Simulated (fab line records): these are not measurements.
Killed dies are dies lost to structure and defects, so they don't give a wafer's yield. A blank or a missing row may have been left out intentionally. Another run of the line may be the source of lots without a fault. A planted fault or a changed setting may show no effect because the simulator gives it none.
fab line records	flow gf180mcu	part 1 of 2: steps 1 to 25 of 35
record lots=5	wafers=15	last_day=31
route steps=602 shown M5@534 V5@540 TOP_METAL@567
lots that met no fault: from a run of the same line without faults
start_h: start of the lot's first displayed wafer, in hours after the record's first day	wait_h: time in hours since the lot's previous step	" unchanged from the row above	L1.1+2: a row that stands for several wafers	- no value, or no start given	* or withheld: withheld	< > ~ a bound
route shown NAME@n: names a module that has steps shown in the file, with the first one's number in the route	usual: the fault-free wafers' mean and standard deviation	same: alike in all rows	chamber/n: place in a boat	sites: the reading at each site	_std_site: standard deviation of those values	_edge_site: the outer-site mean with the inner-site mean subtracted	radius_mm: how far each site lies from the wafer's centre	mask NAME#n: copy n	behind: the most recent tool/chamber to have shaped the wafer	hold: cause of the lot's hold/its duration in hours/its outcome	device: the transistor (n, p or np) that didn't switch	end of line: at the end of the route, the tests of the same wafers	a step with no rows: only its recipe	killed: not the wafer's yield, but the dies lost to structure and defects at the first sort	map: the dies of a wafer, with x for killed, . for not killed, _ for no die there
set.NAME: the setting that was run; set.NAME@STEP: the one run at that earlier step	model.NAME: the simulator's own value behind a step, which no gauge read
lots seen at some steps along the route; tables by step, rows by wafer
services: a tool's chamber out of use, with start hour (start_h, from the record's first day; less than 0 if before it), hours out, and reason
## steps
# step GF_M5_OVL_MEAS_08
# usual M5_OVL=-4/6.1
lot.wafer	tool	chamber	start_h	wait_h	M5_OVL[nm]
L074.2	overlay-02	-	607.54	0.1	2
L074.3	"	-	"	"	6
L074.4	"	-	"	"	8
L076.1	overlay-02	-	627.85	0.1	-7
L076.3	"	-	"	"	-8
L076.4	"	-	"	"	-2
L077.1	overlay-01	-	636.23	0.1	-4
L077.2	"	-	"	"	-6
L077.4	"	-	"	"	4
L083.1	overlay-01	-	679.28	0.1	-11
L083.4	"	-	"	"	-12
L083.5	"	-	"	"	-12
L084.2	overlay-02	-	684.99	0.1	-1
L084.3	"	-	"	"	-1
L084.4	"	-	"	"	1
# step GF_M5_ETCH_09
# recipe chemistry=CF4/O2	target=Si3N4	target_depth_nm=52	source_w=800	bias_w=150	pressure_mtorr=150	cf4_flow_sccm=80	O2_flow_sccm=10	time_s=11.6
# usual drypump_motor_current_A=5.7/0.5	oes_product_au=0.998/0.0088	throttle_valve_pct=5.969/0.0088
lot.wafer	tool	chamber	start_h	wait_h	drypump_motor_current_A	oes_product_au	rf_hours_counter_h	throttle_valve_pct
L074.2	rie_diel-02	1	607.57	0.0	4.8	1.005	7	5.959
L074.3	"	0	"	"	6.1	1.009	19	5.964
L074.4	"	3	"	"	5.9	1.014	75	5.978
L076.1	rie_diel-02	1	627.89	0.0	4.8	1.000	8	5.954
L076.3	"	3	"	"	6.0	1.001	0	5.963
L076.4	"	3	"	"	6.0	1.005	-	5.953
L077.1	rie_diel-01	0	636.26	0.0	5.6	0.995	9	5.973
L077.2	"	3	"	"	6.4	0.995	34	5.972
L077.4	"	2	"	"	4.9	0.986	4	5.959
L083.1	rie_diel-03	2	679.32	0.0	5.9	0.996	8	5.969
L083.4	"	1	"	"	5.6	0.982	16	5.962
L083.5	"	0	"	"	5.6	0.991	-	5.973
L084.2	rie_diel-01	1	685.02	0.0	6.0	1.010	13	5.978
L084.3	"	3	"	"	6.4	0.989	35	5.968
L084.4	"	2	"	"	4.9	1.003	6	5.969
# step GF_M5_METAL_ETCH_10
# recipe chemistry=Cl2/BCl3	mask_material=KrF	target_depth_nm=750.8	stop_on=SiO2	pressure_mtorr=8	icp_w=800	bias_w=140	Cl2_flow_sccm=80	bcl3_flow_sccm=40	time_s=125.1
# usual drypump_motor_current_A=5.6/0.42	mfc_cl2_sccm=80.00/0.26	oes_product_au=0.992/0.0061	throttle_valve_pct=28.229/0.01
lot.wafer	tool	chamber	start_h	wait_h	drypump_motor_current_A	mfc_cl2_sccm	oes_product_au	rf_hours_counter_h	throttle_valve_pct
L074.2	rie_metal-03	0	607.64	0.1	5.2	79.77	0.990	-	28.243
L074.3	"	0	"	"	5.2	79.64	0.985	-	28.231
L074.4	"	0	"	"	5.2	79.81	0.985	-	28.226
L076.1	rie_metal-02	1	627.91	0.0	5.8	80.15	0.999	9	28.228
L076.3	"	1	"	"	5.8	79.98	0.998	-	28.216
L076.4	"	0	"	"	5.5	79.93	0.996	-	28.222
L077.1	rie_metal-02	0	636.29	0.0	5.5	80.33	0.994	11	28.235
L077.2	"	0	"	"	5.4	80.25	0.989	-	28.210
L077.4	"	0	"	"	5.5	80.18	0.989	-	28.238
L083.1	rie_metal-02	0	679.34	0.0	5.5	80.09	0.990	13	28.225
L083.4	"	1	"	"	5.8	79.70	0.997	-	28.224
L083.5	"	1	"	"	5.9	79.66	0.994	-	28.222
L084.2	rie_metal-03	0	685.04	0.0	5.2	80.28	0.986	9	28.240
L084.3	"	0	"	"	5.2	79.99	0.989	-	28.226
L084.4	"	1	"	"	6.3	79.64	0.994	-	28.231
# step GF_M5_STRIP_11
# recipe chemistry=O2/N2	power_w=1400	pressure_mtorr=1500	platen_temp_c=250	o2_flow_sccm=3000	n2_flow_sccm=300	overash_fraction=0.5
# usual drypump_motor_current_A=5.8/0.36	heater_power_w=358/28	o2_flow_sccm=3000/8.3	oes_product_au=0.522/0.0052	strip_time_to_endpoint_s=7.01/0.057
lot.wafer	tool	chamber	start_h	wait_h	drypump_motor_current_A	heater_power_w	o2_flow_sccm	oes_product_au	rf_hours_counter_h	strip_time_to_endpoint_s
L074.2	plasma_asher-04	0	607.85	0.2	5.5	369	3000	0.525	101	7.01
L074.3	"	1	"	"	5.6	374	3021	0.527	-	7.03
L074.4	"	0	"	"	5.5	359	3003	0.529	-	7.00
L076.1	plasma_asher-03	1	628.04	0.1	6.5	320	3012	0.515	21	6.96
L076.3	"	0	"	"	5.7	321	3002	0.518	-	6.96
L076.4	"	1	"	"	6.5	323	3010	0.527	-	7.01
L077.1	plasma_asher-04	1	636.55	0.2	5.5	363	3010	0.525	104	6.97
L077.2	"	0	"	"	5.4	380	3014	0.519	104	6.99
L077.4	"	1	"	"	5.5	375	2998	0.520	-	7.02
L083.1	plasma_asher-04	0	679.47	0.1	5.5	373	2996	0.511	109	6.92
L083.4	"	0	"	"	5.5	364	2982	0.525	-	6.88
L083.5	"	0	"	"	5.5	371	3003	0.513	-	6.90
L084.2	plasma_asher-02	0	685.17	0.1	5.8	393	2990	0.522	51	7.04
L084.3	"	0	"	"	5.8	398	3000	0.526	-	7.03
L084.4	"	1	"	"	5.9	382	2991	0.522	-	7.06
# step GF_M5_STRIP_12
# recipe chemistry=post_etch_residue_remover	time_s=1200	temp_c=72.5
lot.wafer	tool	chamber	start_h	wait_h
L074.2+3+4	wet_bench-02	0	607.95	0.1
L076.1+3+4	wet_bench-03	2	628.14	0.1
L077.1+2+4	wet_bench-03	1	636.65	0.1
L083.1+4+5	wet_bench-02	0	679.57	0.1
L084.2+3+4	wet_bench-01	0	685.27	0.1
# step GF_M5_CLEAN_13
# recipe chemistry=DIW	dry=n2_spin
lot.wafer	tool	chamber	start_h	wait_h
L074.2+3+4	wet_bench-01	0	608.32	0.0
L076.1+3+4	wet_bench-01	3	628.49	0.0
L077.1+2+4	wet_bench-01	2	636.99	0.0
L083.1+4+5	wet_bench-02	3	679.91	0.0
L084.2+3+4	wet_bench-03	1	685.64	0.0
# step GF_V5_CVD_00
# recipe material=SiO2	target_thk_nm=300	sigma_open_frac=0.3	temp_c=400	time_s=50	sih4_flow_sccm=60	pressure_mtorr=6
lot.wafer	tool	chamber	start_h	wait_h
L074.2+3+4	hdpcvd-01	1,2,2	608.42	0.0
L076.1+3+4	hdpcvd-02	0,2,0	628.58	0.0
L077.1+2+4	hdpcvd-01	0,2,2	637.08	0.0
L083.1+4+5	hdpcvd-02	1,2,0	680.00	0.0
L084.2+3+4	hdpcvd-02	1,0,2	685.74	0.0
# step GF_V5_THK_MEAS_01
# recipe reads=SiO2_of_V5_CVD_00
# usual V5_CVD_00_THK=300/3.5
lot.wafer	tool	chamber	start_h	wait_h	V5_CVD_00_THK[nm]
L074.2	film_metro-02	-	608.47	0.0	301
L074.3	"	-	"	"	299
L074.4	"	-	"	"	301
L076.1	film_metro-04	-	628.63	0.0	304
L076.3	"	-	"	"	301
L076.4	"	-	"	"	304
L077.1	film_metro-04	-	637.12	0.0	295
L077.2	"	-	"	"	294
L077.4	"	-	"	"	292
L083.1	film_metro-02	-	680.05	0.0	298
L083.4	"	-	"	"	299
L083.5	"	-	"	"	306
L084.2	film_metro-03	-	685.79	0.0	299
L084.3	"	-	"	"	308
L084.4	"	-	"	"	298
# step GF_V5_CVD_02
# recipe material=SiO2	target_thk_nm=1450	precursor=TEOS	temp_c=400	time_s=163.28	rf_w=600
# usual heater_power_w=611/70
lot.wafer	tool	chamber	start_h	wait_h	heater_power_w
L074.2	pecvd-01	1	608.52	0.0	575
L074.3	"	0	"	"	623
L074.4	"	2	"	"	703
L076.1	pecvd-04	0	628.69	0.1	649
L076.3	"	1	"	"	694
L076.4	"	0	"	"	526
L077.1	pecvd-04	1	637.18	0.1	668
L077.2	"	2	"	"	676
L077.4	"	1	"	"	549
L083.1	pecvd-01	2	680.11	0.1	655
L083.4	"	1	"	"	460
L083.5	"	0	"	"	525
L084.2	pecvd-01	1	685.84	0.0	537
L084.3	"	2	"	"	658
L084.4	"	2	"	"	733
# step GF_V5_THK_MEAS_03
# recipe reads=SiO2_of_V5_CVD_02
# usual V5_CVD_02_THK=1450/19
lot.wafer	tool	chamber	start_h	wait_h	V5_CVD_02_THK[nm]
L074.2	film_metro-02	-	608.64	0.1	1434
L074.3	"	-	"	"	1450
L074.4	"	-	"	"	1475
L076.1	film_metro-02	-	628.79	0.1	1413
L076.3	"	-	"	"	1427
L076.4	"	-	"	"	1452
L077.1	film_metro-02	-	637.29	0.1	1449
L077.2	"	-	"	"	1473
L077.4	"	-	"	"	1460
L083.1	film_metro-02	-	680.22	0.1	1447
L083.4	"	-	"	"	1462
L083.5	"	-	"	"	1463
L084.2	film_metro-03	-	685.96	0.1	1444
L084.3	"	-	"	"	1435
L084.4	"	-	"	"	1482
# step GF_V5_CMP_04
# recipe material=SiO2	down_force_psi=4	platen_rpm=60	pad_velocity_m_s=0.94248
# usual motor_current_A=10.9/1.5	platen_rpm=60.00/0.04
lot.wafer	tool	chamber	start_h	wait_h	motor_current_A	platen_rpm
L074.3	cmp-02	0	608.74	0.1	8.5	60.03
L074.4	"	1	"	"	12.0	60.06
L074.2	"	2	"	"	10.6	59.98
L076.3	cmp-01	1	628.85	0.0	11.6	60.01
L076.1	"	2	"	"	9.3	59.99
L076.4	"	0	"	"	11.1	60.02
L077.2	cmp-02	0	637.35	0.0	8.4	60.15
L077.1	"	1	"	"	13.0	60.03
L077.4	"	3	"	"	12.7	60.01
L083.4	cmp-01	0	680.28	0.0	10.3	60.02
L083.1	"	3	"	"	12.1	60.05
L083.5	"	0	"	"	11.2	60.01
L084.4	cmp-02	1	686.06	0.1	12.5	60.01
L084.2	"	2	"	"	10.5	60.02
L084.3	"	3	"	"	12.8	60.01
# step GF_V5_BOW_MEAS_05
# recipe mode=bow
# usual V5_BOW=136/7.6
lot.wafer	tool	chamber	start_h	wait_h	V5_BOW[um]
L074.2	film_metro-03	-	609.01	0.1	143
L074.3	"	-	"	"	136
L074.4	"	-	"	"	140
L076.1	film_metro-02	-	629.15	0.2	131
L076.3	"	-	"	"	130
L076.4	"	-	"	"	131
L077.1	film_metro-03	-	637.65	0.2	138
L077.2	"	-	"	"	141
L077.4	"	-	"	"	138
L083.1	film_metro-03	-	680.59	0.1	125
L083.4	"	-	"	"	129
L083.5	"	-	"	"	142
L084.2	film_metro-02	-	686.33	0.2	141
L084.3	"	-	"	"	144
L084.4	"	-	"	"	135
# step GF_V5_DEHYDRATE_06
# recipe temp_c=200	time_s=60
# usual exhaust_pa=45.2/0.83
lot.wafer	tool	chamber	start_h	wait_h	exhaust_pa
L074.2	litho_track-02	0	618.79	9.8	45.1
L074.3	"	0	"	"	44.0
L074.4	"	0	"	"	44.6
L076.1	litho_track-02	0	638.21	9.0	46.5
L076.3	"	0	"	"	44.8
L076.4	"	0	"	"	45.2
L077.1	litho_track-01	0	647.18	9.5	45.0
L077.2	"	0	"	"	43.9
L077.4	"	0	"	"	45.1
L083.1	litho_track-01	0	689.43	8.8	45.2
L083.4	"	0	"	"	44.5
L083.5	"	0	"	"	46.0
L084.2	litho_track-01	0	695.55	9.2	45.2
L084.3	"	0	"	"	44.5
L084.4	"	0	"	"	44.8
# step GF_V5_HMDS_07
# recipe prime_time_s=60	prime_temp_c=120
# usual exhaust_pa=45.2/1.1	prime_temp_c=120.01/0.14
lot.wafer	tool	chamber	start_h	wait_h	exhaust_pa	prime_temp_c
L074.2	litho_track-02	0	618.94	0.1	45.1	119.93
L074.3	"	0	"	"	44.5	119.94
L074.4	"	0	"	"	46.1	119.98
L076.1	litho_track-02	0	638.36	0.1	46.1	119.87
L076.3	"	0	"	"	46.9	119.88
L076.4	"	0	"	"	47.1	119.85
L077.1	litho_track-01	0	647.33	0.1	46.7	120.10
L077.2	"	0	"	"	46.0	120.14
L077.4	"	0	"	"	46.4	119.98
L083.1	litho_track-01	0	689.58	0.1	44.7	120.01
L083.4	"	0	"	"	44.3	120.19
L083.5	"	0	"	"	44.7	119.87
L084.2	litho_track-01	0	695.70	0.1	42.8	120.14
L084.3	"	0	"	"	43.8	120.12
L084.4	"	0	"	"	43.1	120.02
# step GF_V5_COAT_08
# recipe resist=BARC	temp_c=withheld	time_s=withheld	spin_rpm=withheld	resist_thk_nm=withheld
# usual exhaust_pa=44.7/0.95
lot.wafer	tool	chamber	start_h	wait_h	exhaust_pa
L074.2	litho_track-02	0	619.09	0.1	44.0
L074.3	"	0	"	"	44.2
L074.4	"	0	"	"	43.8
L076.1	litho_track-02	0	638.51	0.1	42.7
L076.3	"	0	"	"	44.6
L076.4	"	0	"	"	44.3
L077.1	litho_track-01	0	647.48	0.1	43.9
L077.2	"	0	"	"	45.4
L077.4	"	0	"	"	44.6
L083.1	litho_track-01	0	689.73	0.1	45.8
L083.4	"	0	"	"	45.2
L083.5	"	0	"	"	45.2
L084.2	litho_track-01	0	695.85	0.1	45.1
L084.3	"	0	"	"	45.1
L084.4	"	0	"	"	43.6
# step GF_V5_COAT_09
# recipe resist=KrF	spin_rpm=withheld	resist_thk_nm=1000
# usual exhaust_pa=45.0/0.88
lot.wafer	tool	chamber	start_h	wait_h	exhaust_pa
L074.2	litho_track-02	0	-	-	46.6
L074.3	"	0	"	"	45.7
L074.4	"	0	"	"	46.1
L076.1	litho_track-02	0	-	-	43.8
L076.3	"	0	"	"	44.4
L076.4	"	0	"	"	44.4
L077.1	litho_track-01	0	-	-	43.8
L077.2	"	0	"	"	44.7
L077.4	"	0	"	"	42.9
L083.1	litho_track-01	0	-	-	45.2
L083.4	"	0	"	"	45.1
L083.5	"	0	"	"	45.7
L084.2	litho_track-01	0	-	-	45.3
L084.3	"	0	"	"	44.6
L084.4	"	0	"	"	44.6
# step GF_V5_SOFTBAKE_10
# recipe temp_c=130	time_s=60	resist=KrF
# usual exhaust_pa=45.1/0.8
lot.wafer	tool	chamber	start_h	wait_h	exhaust_pa
L074.2	litho_track-02	0	-	-	44.8
L074.3	"	0	"	"	45.2
L074.4	"	0	"	"	45.1
L076.1	litho_track-02	0	-	-	44.7
L076.3	"	0	"	"	45.0
L076.4	"	0	"	"	46.5
L077.1	litho_track-01	0	-	-	43.5
L077.2	"	0	"	"	44.5
L077.4	"	0	"	"	44.8
L083.1	litho_track-01	0	-	-	44.9
L083.4	"	0	"	"	43.6
L083.5	"	0	"	"	45.2
L084.2	litho_track-01	0	-	-	45.2
L084.3	"	0	"	"	45.0
L084.4	"	0	"	"	44.9
# step GF_V5_EXPOSE_11
# recipe mask_id=Via5	target_cd_nm=260	na=0.68	source_shape=conventional	sigma_outer=0.6	dose_mj=38
# same na=0.68	sigma_outer=0.6
lot.wafer	tool	chamber	start_h	wait_h	mask
L074.2+3+4	krf_scanner-02	0	-	-	Via5#0
L076.1+3+4	krf_scanner-02	0	-	-	Via5#0
L077.1+2+4	krf_scanner-01	0	-	-	Via5#0
L083.1+4+5	krf_scanner-01	0	-	-	Via5#0
L084.2+3+4	krf_scanner-01	0	-	-	Via5#0
# step GF_V5_PEB_12
# recipe peb_temp_c=135	peb_time_s=90	resist=KrF
# usual exhaust_pa=45.0/0.81
lot.wafer	tool	chamber	start_h	wait_h	exhaust_pa
L074.2	litho_track-02	0	-	-	45.0
L074.3	"	0	"	"	45.2
L074.4	"	0	"	"	45.5
L076.1	litho_track-02	0	-	-	45.1
L076.3	"	0	"	"	46.2
L076.4	"	0	"	"	46.5
L077.1	litho_track-02	0	-	-	47.1
L077.2	"	0	"	"	45.2
L077.4	"	0	"	"	45.5
L083.1	litho_track-04	0	-	-	45.7
L083.4	"	0	"	"	46.1
L083.5	"	0	"	"	44.6
L084.2	litho_track-04	0	-	-	44.4
L084.3	"	0	"	"	44.8
L084.4	"	0	"	"	44.4
# step GF_V5_DEVELOP_13
# recipe develop_time_s=60	resist=KrF	dev_temp_c=21
# usual exhaust_pa=45.2/0.9
lot.wafer	tool	chamber	start_h	wait_h	exhaust_pa
L074.2	litho_track-02	0	629.54	0.2	46.1
L074.3	"	0	"	"	44.6
L074.4	"	0	"	"	45.1
L076.1	litho_track-02	0	648.36	0.2	47.3
L076.3	"	0	"	"	45.8
L076.4	"	0	"	"	48.1
L077.1	litho_track-02	0	658.31	0.2	44.4
L077.2	"	0	"	"	44.6
L077.4	"	0	"	"	44.6
L083.1	litho_track-04	0	699.51	0.2	46.6
L083.4	"	0	"	"	44.9
L083.5	"	0	"	"	45.1
L084.2	litho_track-04	0	705.13	0.2	46.0
L084.3	"	0	"	"	44.8
L084.4	"	0	"	"	44.9
# step GF_V5_CD_MEAS_14
# recipe target_cd_nm=260
# usual cd_nm=259.9/1.1
lot.wafer	tool	chamber	start_h	wait_h	cd_nm
L074.2	cd_sem-02	-	629.68	0.1	260.6
L074.3	"	-	"	"	258.9
L074.4	"	-	"	"	260.2
L076.1	cd_sem-01	-	648.51	0.1	259.2
L076.3	"	-	"	"	259.8
L076.4	"	-	"	"	260.9
L077.1	cd_sem-02	-	658.46	0.1	260.2
L077.2	"	-	"	"	260.7
L077.4	"	-	"	"	260.5
L083.1	cd_sem-02	-	699.66	0.1	259.5
L083.4	"	-	"	"	260.6
L083.5	"	-	"	"	259.4
L084.2	cd_sem-02	-	705.28	0.1	260.7
L084.3	"	-	"	"	261.0
L084.4	"	-	"	"	259.9
# step GF_V5_OVL_MEAS_15
# usual V5_OVL=-5/4.4
lot.wafer	tool	chamber	start_h	wait_h	V5_OVL[nm]
L074.2	overlay-01	-	629.79	0.1	-10
L074.3	"	-	"	"	-8
L074.4	"	-	"	"	-5
L076.1	overlay-01	-	648.63	0.1	-4
L076.3	"	-	"	"	-7
L076.4	"	-	"	"	-1
L077.1	overlay-01	-	658.58	0.1	-7
L077.2	"	-	"	"	-3
L077.4	"	-	"	"	0
L083.1	overlay-01	-	699.78	0.1	-1
L083.4	"	-	"	"	5
L083.5	"	-	"	"	0
L084.2	overlay-01	-	705.38	0.1	-2
L084.3	"	-	"	"	2
L084.4	"	-	"	"	-5
# step GF_V5_ETCH_16
# recipe chemistry=N2/H2	target_depth_a=withheld	overetch_a=withheld	time_s=withheld	target=BARC	ion_energy_ev=200	source_w=500	bias_w=100	pressure_mtorr=30	n2_flow_sccm=100	h2_flow_sccm=200
# usual drypump_motor_current_A=5.7/0.42	oes_product_au=0.854/0.0049	throttle_valve_pct=13.224/0.0096
lot.wafer	tool	chamber	start_h	wait_h	drypump_motor_current_A	oes_product_au	throttle_valve_pct
L074.2	rie_diel-01	0	629.82	0.0	5.6	0.856	13.223
L074.3	"	1	"	"	6.0	0.846	13.242
L074.4	"	2	"	"	4.9	0.852	13.221
L076.1	rie_diel-03	1	648.67	0.0	5.6	0.852	13.239
L076.3	"	2	"	"	6.0	0.850	13.235
L076.4	"	0	"	"	5.6	0.854	13.232
L077.1	rie_diel-03	3	658.62	0.0	5.9	0.857	13.234
L077.2	"	0	"	"	5.7	0.857	13.227
L077.4	"	2	"	"	5.9	0.848	13.237
L083.1	rie_diel-03	3	699.81	0.0	5.9	0.850	13.222
L083.4	"	2	"	"	5.9	0.863	13.223
L083.5	"	3	"	"	5.9	0.865	13.216
L084.2	rie_diel-04	2	705.41	0.0	5.4	0.851	13.215
L084.3	"	1	"	"	5.7	0.857	13.204
L084.4	"	0	"	"	5.5	0.853	13.222
# step GF_V5_ETCH_17
# recipe chemistry=C4F8/O2/Ar	mask_material=KrF	target=SiO2	stop_on=TiN	source_w=1500	bias_w=1200	pressure_mtorr=40	c4f8_flow_sccm=withheld	O2_flow_sccm=6	Ar_flow_sccm=300	time_s=withheld	target_depth_a=8550
# usual oes_product_au=0.865/0.0045
lot.wafer	tool	chamber	start_h	wait_h	oes_product_au
L074.2	rie_diel-01	0	-	-	0.873
L074.3	"	1	"	"	0.864
L074.4	"	2	"	"	0.861
L076.1	rie_diel-03	1	-	-	0.875
L076.3	"	2	"	"	0.870
L076.4	"	0	"	"	0.865
L077.1	rie_diel-03	3	-	-	0.856
L077.2	"	0	"	"	0.863
L077.4	"	2	"	"	0.864
L083.1	rie_diel-03	3	-	-	0.865
L083.4	"	2	"	"	0.872
L083.5	"	3	"	"	0.860
L084.2	rie_diel-04	2	-	-	0.866
L084.3	"	1	"	"	0.869
L084.4	"	0	"	"	0.862
# step GF_V5_STRIP_18
# recipe chemistry=O2/N2	power_w=1400	pressure_mtorr=1500	platen_temp_c=250	o2_flow_sccm=3000	n2_flow_sccm=300	overash_fraction=0.5
# usual drypump_motor_current_A=5.9/0.47	heater_power_w=340/26	o2_flow_sccm=3000/11	oes_product_au=0.569/0.0047
lot.wafer	tool	chamber	start_h	wait_h	drypump_motor_current_A	heater_power_w	o2_flow_sccm	oes_product_au	rf_hours_counter_h
L074.2	plasma_asher-01	1	629.97	-	6.3	316	3011	0.569	92
L074.3	"	1	"	"	6.3	308	3004	0.564	-
L074.4	"	0	"	"	5.1	337	2996	0.574	-
L076.1	plasma_asher-01	0	648.82	-	5.2	336	2972	0.569	94
L076.3	"	1	"	"	6.2	312	3010	0.569	-
L076.4	"	0	"	"	5.1	340	2989	0.567	-
L077.1	plasma_asher-01	0	658.77	-	5.1	332	2988	0.568	95
L077.2	"	1	"	"	6.3	323	2977	0.569	95
L077.4	"	1	"	"	6.3	326	2990	0.569	-
L083.1	plasma_asher-01	1	699.97	-	6.3	317	3021	0.565	100
L083.4	"	0	"	"	5.2	339	2997	0.575	-
L083.5	"	1	"	"	6.3	320	3021	0.576	-
L084.2	plasma_asher-03	1	705.57	-	6.4	328	2987	0.573	29
L084.3	"	0	"	"	5.6	338	3001	0.570	-
L084.4	"	1	"	"	6.4	328	3000	0.566	-
